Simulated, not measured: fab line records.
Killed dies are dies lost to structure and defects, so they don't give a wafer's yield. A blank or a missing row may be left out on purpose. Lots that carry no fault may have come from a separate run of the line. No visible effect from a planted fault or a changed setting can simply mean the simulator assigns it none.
The tool behind it: which one?    flow gf180mcu    12 lots, 36 wafers sampled, at 1 step of a route of 602

## WHAT THE GAUGES SHOWED, per wafer
GF_VT_IMPLANT_OVL_MEAS_40.
lot   measured      on          VT_IMPLANT_03_OVL (nm)
L075  day 7 19:15   overlay-01  -3.2 -2.2 -1.1
L077  day 8 07:13   overlay-02  1.4 -0.5 1.4
L079  day 8 20:01   overlay-02  -0.3 -1.4 0.5
L081  day 9 10:28   overlay-01  1.9 -0.3 1.3
L083  day 10 04:54  overlay-02  -1.3 -2.2 -2.0
L085  day 10 21:28  overlay-02  -1.7 -1.8 -1.8
L087  day 11 07:13  overlay-01  0.4 0.2 -0.9
L089  day 11 20:05  overlay-02  -1.4 1.2 -0.8
L091  day 12 10:02  overlay-01  0.2 2.1 2.7
L093  day 12 21:16  overlay-02  -5.0 0.9 -0.8
L095  day 13 09:19  overlay-02  -0.1 1.5 0.7
L097  day 14 02:44  overlay-01  -1.9 -1.1 -0.9

## TOOL THAT RAN EACH LOT (tool first, then ch and the chambers of the sampled wafers, then the start)
Record: no process step prior to these readings.

## THE ANSWER, worked out from the rows above alone
Rule: the usual values come from the lots themselves. The widest of any qualifying gaps counts: lots, ordered by their means at a reading, are off when they make up no more than a third of the lots, leave a main group of 4 or more, and stand apart from it by 3 or more times the standard deviation of that group's means. If all means in a main group match to the digits the tables above print for the reading, that group is not used. A lot without any number at a reading at which 4 lots or more have one is off too. Any other lot the step has rows for is counted as sound.
None of the lots is off at any reading shown; this tells nothing.

## WHAT THE SIMULATOR PUT IN
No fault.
